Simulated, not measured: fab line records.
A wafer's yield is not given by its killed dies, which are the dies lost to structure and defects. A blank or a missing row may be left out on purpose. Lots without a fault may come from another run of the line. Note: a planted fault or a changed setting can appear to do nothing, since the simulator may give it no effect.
A struck lot beside a sound one / flow sky130 / 34 steps out of a route of 708
Sound: the wafers L965.1, L965.5, L965.6. Wafers L980.1, L980.3, L980.5 were the ones struck. At the end, the cause is stated.
Each step with rows lists, per side, the tool, then ch with its chambers, then its first start. Under that, the readings that differ: sound wafers / struck wafers / difference of the means / sigmas: that difference in standard deviations of wafers without a fault.
alike: same words and numbers on both sides, and readings whose means sit less than 2 such deviations apart. not compared: any withheld reading, any reading some wafer has no value for, any bound like >300 that may hide the same value, and any number with overlapping values for which the record gives no deviation.
A row with sigmas, a row that says differs or no value, or rows on one side alone: a step with any of these is where the two part. When numbers do not overlap yet have no deviation, they are printed without sigmas and do not part them. A reading missing from all wafers of one side parts the sides only when that side holds two or more wafers.

first, 7 steps without rows for these wafers: SKY_SONOS_TUNNEL_DEVELOP_06 (develop time 60 s); SKY_SONOS_TUNNEL_IMPLANT_09; SKY_SONOS_TUNNEL_WET_ETCH_10 (etches SiO2 in dHF, target depth 14 nm, time 280 s); SKY_SONOS_TUNNEL_STRIP_11 (strips in SPM, time 600 s); SKY_SONOS_TUNNEL_CLEAN_13 (cleans in dHF, time 20 s); SKY_SONOS_ONO_OXIDATION_00 (stabilise 600 s, purge 300 s, target thk 2.6 nm); SKY_SONOS_ONO_CVD_02 (deposits Si3N4 from DCS/NH3, target thk 10.5 nm, time 180 s).
SKY_SONOS_ONO_CVD_04: deposits SiO2 from SiH4/N2O, target thk 5.7199 nm.
  sound on lpcvd-03 ch 1, day 12 01:41; struck on lpcvd-03 ch 0, day 17 05:43
reading=spikeTcBottomC (C); sound=917.4 916.8 915.1; struck=910.1 909.4 907.6; difference=-7.4; sigmas=-8
reading=spikeTcCentreC (C); sound=899.8 898.8 901.2; struck=893.2 893.1 894.7; difference=-6.3; sigmas=-5
reading=spikeTcLowerC (C); sound=898.3 901.1 899.4; struck=893.9 893.9 893.7; difference=-5.8; sigmas=-5
reading=spikeTcTopC (C); sound=911.7 910.6 909.7; struck=900.8 901.3 901.8; difference=-9.4; sigmas=-7
reading=spikeTcUpperC (C); sound=901.6 898.6 900.0; struck=895.4 894.3 892.3; difference=-6.1; sigmas=-6
reading=model.SiO2_of_SONOS_ONO_CVD_04.thkNm (nm); sound=5.509 5.557 5.605; struck=5.029 5.103 5.176; difference=-0.454; sigmas=
SKY_SONOS_ONO_THK_MEAS_05:
  sound on filmMetro-02 at day 12 02:56; struck on filmMetro-02 at day 17 06:58
reading=SONOS_ONO_CVD_04_THK (nm); sound=5.49 5.59 5.55; struck=5.05 5.09 5.16; difference=-0.44; sigmas=-4
then, 23 steps without rows for these wafers: SKY_SONOS_ONO_DEHYDRATE_06 (time 60 s); SKY_SONOS_ONO_HMDS_07 (prime time 60 s); SKY_SONOS_ONO_COAT_08 (resist thk 1140 nm); SKY_SONOS_ONO_SOFTBAKE_09 (time 60 s); SKY_SONOS_ONO_EXPOSE_10 (exposes mask ONOM, target cd 410 nm); SKY_SONOS_ONO_PEB_11; SKY_SONOS_ONO_DEVELOP_12 (develop time 60 s); SKY_SONOS_ONO_ETCH_15 (etches the open film in CHF3/O2, target depth 19.52 nm, time 7.8 s); SKY_SONOS_ONO_WET_ETCH_16 (etches SiO2 in dHF, target depth 14 nm, time 280 s); SKY_SONOS_ONO_STRIP_17 (strips in O2/N2); SKY_SONOS_ONO_WET_ETCH_18 (etches Si3N4 in H3PO4, target depth 15 nm, time 172 s); SKY_GATE_OXIDE_CLEAN_00 (cleans in SC1/SC2, time 150 s); SKY_GATE_OXIDE_OXIDATION_01 (stabilise 600 s, purge 300 s, target thk 10.268 nm); SKY_GATE_OXIDE_DEHYDRATE_03 (time 60 s); SKY_GATE_OXIDE_HMDS_04 (prime time 60 s); SKY_GATE_OXIDE_COAT_05 (resist thk 1140 nm); SKY_GATE_OXIDE_SOFTBAKE_06 (time 60 s); SKY_GATE_OXIDE_EXPOSE_07 (exposes mask LVOM, target cd 600 nm); SKY_GATE_OXIDE_PEB_08; SKY_GATE_OXIDE_DEVELOP_09 (develop time 60 s); SKY_GATE_OXIDE_IMPLANT_11; SKY_GATE_OXIDE_WET_ETCH_12 (etches SiO2 in dHF, target depth 16.8 nm, time 336 s); SKY_GATE_OXIDE_STRIP_13 (strips in O2/N2).
-- the record jumps here: 3 days lie between the struck wafers' starts before and after --
SKY_GATE_OXIDE_CLEAN_15: cleans in SC1/SC2, time 150 s.
  sound on wetBench-02 ch 1, day 14 07:38; struck on wetBench-01 ch 1, day 19 22:10
reading=model.SiO2_of_SONOS_ONO_CVD_04.thkNm (nm); sound=3.986 4.03 4.077; struck=3.504 3.586 3.66; difference=-0.448; sigmas=
-- a jump in the record: the struck wafers' starts before and after are 30 days apart (it breaks off in module GATE_OXIDE and resumes in module PAD_OPEN, where the first step shown is number 708 of the route) --
SKY_PAD_OPEN_PROBE_99:
  sound on prober-01 at day 46 03:50; struck on prober-02 at day 49 19:28
reading=model.etest.sonosUncharged.rOnOhmUm; sound=819.3 823 820.5; struck=788.6 796 793.3; difference=-28.3; sigmas=
reading=model.etest.capOno.gateLog10ACm2; sound=-7.517 -7.669 -7.708; struck=-7.09 -7.183 -7.38; difference=+0.41; sigmas=
reading=model.etest.capOno.gateBvV (V); sound=16.06 16.07 16.37; struck=15.8 15.61 15.62; difference=-0.5; sigmas=
reading=model.etest.capOno.toxAccNm (nm); sound=12.62 12.69 12.63; struck=12.22 12.3 12.45; difference=-0.32; sigmas=
reading=model.etest.sonosProgrammed.vtV (V); sound=1.63 1.62 1.62; struck=1.731 1.73 1.685; difference=+0.092; sigmas=
reading=model.etest.sonosErased.vtV (V); sound=-2.355 -2.321 -2.356; struck=-2.441 -2.461 -2.475; difference=-0.115; sigmas=
  alike: killed_at_M0_to_M3, killed_at_M4_up, killedAtContacts, killedAtFrontEnd, killedAtOther, killedDies, killedOpen, killedShort
  not compared: model.etest.sonosBaked.vtV, model.etest.sonosBaked.vtLessV

## WHERE THEY PART
First at SKY_SONOS_ONO_CVD_04; last, within this record, at SKY_SONOS_ONO_THK_MEAS_05. Later steps at which nothing parts them and some readings are alike: SKY_PAD_OPEN_PROBE_99.

WHY: the cause the simulator had injected
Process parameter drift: lpcvd-03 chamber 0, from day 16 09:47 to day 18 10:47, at SKY_SONOS_ONO_CVD_04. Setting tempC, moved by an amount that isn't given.
